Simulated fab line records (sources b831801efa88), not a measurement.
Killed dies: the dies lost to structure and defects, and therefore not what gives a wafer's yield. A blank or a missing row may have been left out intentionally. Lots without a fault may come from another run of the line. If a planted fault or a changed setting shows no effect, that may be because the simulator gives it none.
Chamber matching -- flow gf180mcu -- GF_V4_CMP_04 on cmp-01 has 4 sister chambers
The step polishes SiO2. 4 wafers are shown with their chamber, then 7 later ones without.

WAFERS, EACH WITH ITS CHAMBER
wafer,chamber,motor-current-A (A)
L082.3,1,11.7
L082.4,2,10.8
L089.2,3,12.0
L089.4,0,13.3

WAFERS WITHOUT THEIR CHAMBER
wafer,motor-current-A (A)
L089.5,13.6
L096.2,11.7
L096.4,11.9
L096.5,12.4
L097.3,11.4
L097.4,11.6
L097.5,14.1

EACH ONE'S CHAMBER
wafer,from the rows above,in truth
L089.5,0,0
L096.2,can't be placed: 1 or 3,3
L096.4,can't be placed: 3 or 1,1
L096.5,can't be placed: 3 or 1 or 0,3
L097.3,can't be placed: 1 or 2 or 3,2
L097.4,can't be placed: 1 or 3 or 2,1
L097.5,0,0
2 of 7 placed correctly. From these rows, 5 cannot be placed; in 5 the true chamber is one of the candidates. Placed wrongly: 0.
How it was worked out, from the rows above alone: a wafer's distance from a chamber is the root of the sum, over the readings, of the square of ((its reading less the chamber's mean) divided by the reading's scatter). The wafer belongs to the nearest chamber; if the next one is less than 2 further off, it can't be placed. The mean given for a chamber averages the wafers shown for that chamber. The scatter: root of mean squared gap, hidden wafer to nearest shown wafer, with one shown wafer a chamber.
